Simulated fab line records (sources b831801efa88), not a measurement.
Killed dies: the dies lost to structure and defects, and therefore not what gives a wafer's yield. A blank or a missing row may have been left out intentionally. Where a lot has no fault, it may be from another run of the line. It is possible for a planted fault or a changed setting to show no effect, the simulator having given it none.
2 desks looking at one fault || flow gf180mcu || each desk has only its own numbers; what lay behind them comes last

DESK OF THE TOOL OWNER: plasma_asher-04
The tool's own readings at GF_LVPWELL_STRIP_10 (strips in O2/N2): means of the sampled wafers that have a number, for each lot that ran on this tool. Marked OUT: a lot whose mean sits more than 4 standard deviations from the usual mean, which makes it out of limits; the brackets give that distance.
Columns: A = chamber_pressure_mTorr at GF_LVPWELL_STRIP_10, usual 1499.9 mTorr; B = drypump_motor_current_A at GF_LVPWELL_STRIP_10, usual 5.6 A; C = heater_power_w at GF_LVPWELL_STRIP_10, usual 305 W; D = oes_product_au at GF_LVPWELL_STRIP_10, usual 0.722 a.u.; E = strip_time_to_endpoint_s at GF_LVPWELL_STRIP_10, usual 36.95 s
{"lot": "L723", "first seen here": "day 4 08:15", "A": 1499.6, "B": 5.7, "C": 283, "D": 0.722, "E": 36.99}
{"lot": "L728", "first seen here": "day 5 13:42", "A": 1499.8, "B": 5.4, "C": 285, "D": 0.717, "E": 37.05}
{"lot": "L733", "first seen here": "day 6 15:58", "A": "1300.4 (-99 or more) OUT", "B": 5.4, "C": 286, "D": "0.697 (-5.9) OUT", "E": "38.90 (+20) OUT"}
{"lot": "L736", "first seen here": "day 7 10:16", "A": "1400.1 (-77) OUT", "B": 5.7, "C": 285, "D": 0.710, "E": "37.85 (+9.2) OUT"}
This desk's finding: out of limits on L733, L736; first on L733, day 6 15:58 (chamber_pressure_mTorr at GF_LVPWELL_STRIP_10). L723, L728: within limits.

METROLOGY DESK
Means of the sampled wafers that have a number, per lot and without regard to the tool the lot ran on: this is what the gauges read. Marked OUT: a lot whose mean sits more than 4 standard deviations from the usual mean, which makes it out of limits; the brackets give that distance.
Columns: A = INCOMING_BOW at GF_STI_BOW_MEAS_00, usual 0 um; B = STI_CVD_23_THK at GF_STI_THK_MEAS_24, usual 648 nm; C = STI_OXIDATION_02_THK at GF_STI_THK_MEAS_30, usual 9.97 nm
{"lot": "L721", "first seen here": "day 1 10:02", "A": -4, "B": 642, "C": 9.81}
{"lot": "L722", "first seen here": "day 1 15:01", "A": 1, "B": 653, "C": 10.07}
{"lot": "L723", "first seen here": "day 1 20:00", "A": 0, "B": 639, "C": 10.14}
{"lot": "L725", "first seen here": "day 2 06:01", "A": -2, "B": 654, "C": 9.99}
{"lot": "L726", "first seen here": "day 2 11:02", "A": 2, "B": 657, "C": 9.56}
{"lot": "L727", "first seen here": "day 2 16:00", "A": 3, "B": 649, "C": 10.03}
{"lot": "L728", "first seen here": "day 2 21:00", "A": 1, "B": 651, "C": 10.02}
{"lot": "L729", "first seen here": "day 3 02:01", "A": 3, "B": 650, "C": 9.84}
{"lot": "L733", "first seen here": "day 3 22:02", "A": -2, "B": 637, "C": 10.20}
{"lot": "L735", "first seen here": "day 4 08:01", "A": 0, "B": 648, "C": 10.12}
{"lot": "L736", "first seen here": "day 4 13:02", "A": 0, "B": 647, "C": 9.98}
{"lot": "L739", "first seen here": "day 5 04:02", "A": -6, "B": 647, "C": 9.97}
{"lot": "L741", "first seen here": "day 5 14:01", "A": 1, "B": 638, "C": 10.07}
{"lot": "L742", "first seen here": "day 5 19:04", "A": 2, "B": 645, "C": 9.92}
Finding of this desk: none of the 14 lots has anything out of limits.

BROUGHT TOGETHER
On L733, L736, at day 6 15:58, an alarm was possible from the tool owner's desk.
From the metrology desk's view, nothing was out of limits.
The metrology desk has L733, L736 on record, within its limits.
Of the lots named, all ran GF_LVPWELL_STRIP_10 on plasma_asher-04.

WHAT THE SIMULATOR HAD PUT IN
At GF_LVPWELL_STRIP_10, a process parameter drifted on plasma_asher-04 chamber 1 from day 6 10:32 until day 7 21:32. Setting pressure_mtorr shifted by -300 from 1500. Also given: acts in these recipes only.
Shown lots that were struck: L733, L736.
Each desk's first reading out of limits, in hours after the fault started: the tool owner's desk, 5.
